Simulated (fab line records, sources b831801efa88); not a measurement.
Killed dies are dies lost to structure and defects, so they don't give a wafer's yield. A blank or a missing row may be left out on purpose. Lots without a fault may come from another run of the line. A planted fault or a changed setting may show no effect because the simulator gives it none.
Chamber matching | flow gf180mcu | GF_V4_ETCH_16 on rie_diel-02: 4 sister chambers
The step etches BARC in N2/H2. 14 wafers are shown with their chamber, then 6 later ones without.

WAFERS WITH THEIR CHAMBER
wafer  | chamber | drypump_motor_current_A (A) | oes_product_au (a.u.) | throttle_valve_pct (%)
L848.1 | 2       | 5.3                         | 0.846                 | 13.226
L848.2 | 0       | 4.7                         | 0.854                 | 13.218
L848.4 | 3       | 5.1                         | 0.846                 | 13.218
L849.1 | 0       | 4.8                         | 0.850                 | 13.229
L849.3 | 3       | 5.1                         | 0.858                 | 13.225
L849.6 | 0       | 4.7                         | 0.859                 | 13.232
L850.1 | 0       | 4.7                         | 0.853                 | 13.232
L850.3 | 1       | 4.9                         | 0.858                 | 13.221
L850.6 | 3       | 5.1                         | 0.855                 | 13.226
L855.1 | 0       | 4.7                         | 0.854                 | 13.218
L855.3 | 1       | 5.0                         | 0.857                 | 13.225
L855.5 | 3       | 5.1                         | 0.858                 | 13.232
L856.2 | 3       | 5.1                         | 0.856                 | 13.241
L856.3 | 2       | 5.3                         | 0.852                 | 13.231

SIGNATURES (means of the wafers above)
reading                 | chamber 0 | chamber 1 | chamber 2 | chamber 3 | scatter within a chamber
drypump_motor_current_A | 4.720     | 4.950     | 5.300     | 5.100     | 0.0361
oes_product_au          | 0.85400   | 0.85750   | 0.84900   | 0.85460   | 0.004
throttle_valve_pct      | 13.22580  | 13.22300  | 13.22850  | 13.22840  | 0.00726
Rule: a wafer's distance from a chamber is the root of the sum, over the readings, of the square of ((its reading less the chamber's mean) divided by the reading's scatter). The wafer belongs to the nearest chamber; if the next one is less than 2 further off, it can't be placed. The scatter: the root of (the sum of the squares of (reading less its chamber's mean) over the shown wafers, divided by (wafers less chambers)).

WAFERS WITHOUT THEIR CHAMBER
wafer  | drypump_motor_current_A (A) | oes_product_au (a.u.) | throttle_valve_pct (%)
L856.4 | 4.7                         | 0.860                 | 13.223
L862.1 | 4.8                         | 0.853                 | 13.213
L862.5 | 5.3                         | 0.851                 | 13.234
L868.3 | 5.3                         | 0.855                 | 13.239
L868.4 | 5.1                         | 0.847                 | 13.209
L868.5 | 5.0                         | 0.856                 | 13.210

WHICH CHAMBER EACH WENT THROUGH
wafer  | from the rows above     | in truth
L856.4 | 0                       | 0
L862.1 | can't be placed: 0 or 1 | 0
L862.5 | 2                       | 2
L868.3 | 2                       | 2
L868.4 | 3                       | 3
L868.5 | can't be placed: 1 or 3 | 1
Placed correctly: 4 of 6. Can't be placed from these rows: 2 (the true chamber is among the candidates in 2). Placed wrongly: 0.
